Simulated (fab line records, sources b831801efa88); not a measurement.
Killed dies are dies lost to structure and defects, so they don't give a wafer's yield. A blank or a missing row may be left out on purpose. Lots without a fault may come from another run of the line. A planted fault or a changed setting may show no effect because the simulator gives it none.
One fault seen from 2 desks | flow gf180mcu | each desk has only its own numbers; what lay behind them comes last

THE TOOL OWNER'S DESK: litho_track-01
The tool's own readings at GF_HV_LDD_DEVELOP_06 (develop time 60 s): means of the sampled wafers that have a number, for each lot that ran on this tool. A lot is out of limits, marked OUT, if its mean lies more than 4 standard deviations from the usual mean; the brackets give that distance.
Columns: A = developer_temp_C at GF_HV_LDD_DEVELOP_06, usual 23.01 C
lot  | first seen here | A
L566 | day 11 03:22    | 23.10
L571 | day 12 12:29    | 23.05
L572 | day 12 20:58    | 23.02
L581 | day 15 13:04    | 22.89
L584 | day 16 17:20    | 23.14
This desk's finding: nothing out of limits on any of the 5 lots.

THE METROLOGY DESK
What the gauges read, lot by lot, whatever tool the lot ran on: means of the sampled wafers that have a number. A lot is out of limits, marked OUT, if its mean lies more than 4 standard deviations from the usual mean; the brackets give that distance.
Columns: A = STI_OXIDATION_THK at GF_STI_THK_MEAS_02, usual 10.02 nm; B = NWELL_RS at GF_VT_IMPLANT_RS_MEAS_47, usual 488.1 ohm/sq; C = cd_nm at GF_HV_LDD_CD_MEAS_07, usual 400.1 nm
lot  | first seen here | A     | B     | C
L564 | day 1 16:32     | 10.05 | 488.9 | 397.8
L565 | day 1 21:31     | 9.98  | 487.2 | 399.7
L566 | day 2 02:44     | 10.03 | 488.2 | 400.0
L571 | day 3 03:31     | 10.17 | 488.8 | 424.7 (+9.9) OUT
L572 | day 3 08:31     | 10.07 | 488.9 | 425.8 (+10) OUT
L576 | day 4 05:16     | 10.19 | 487.1 | 404.3
L578 | day 4 16:48     | 9.99  | 487.7 | 398.5
L579 | day 4 22:13     | 10.18 | 487.8 | 400.1
L580 | day 5 01:03     | 9.89  | 486.9 | 398.2
L581 | day 5 05:32     | 9.92  | 486.5 | 403.2
L583 | day 5 16:47     | 10.04 | 487.7 | 398.3
L584 | day 5 21:10     | 10.00 | 489.5 | 399.6
L585 | day 6 01:37     | 10.14 | 488.0 | 401.6
L586 | day 6 06:31     | 9.97  | 488.5 | 397.8
This desk's finding: out of limits on L571, L572; first on L571, day 12 12:38 (cd_nm at GF_HV_LDD_CD_MEAS_07). In limits: L564, L565, L566, L576, L578, L579, L580, L581, L583, L584, L585, L586.

PUT TOGETHER
The metrology desk could have raised an alarm at day 12 12:38, on L571, L572.
The tool owner's desk saw nothing out of limits.
The tool owner's desk has L571, L572 on record, within its limits.
Of the lots named, all ran GF_HV_LDD_DEVELOP_06 on litho_track-01.

WHAT THE SIMULATOR HAD PUT IN
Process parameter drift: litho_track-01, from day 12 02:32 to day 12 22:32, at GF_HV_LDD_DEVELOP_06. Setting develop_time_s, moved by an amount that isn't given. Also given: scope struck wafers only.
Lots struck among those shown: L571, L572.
Hours from the fault's start to each desk's first reading out of limits: the metrology desk, 10.
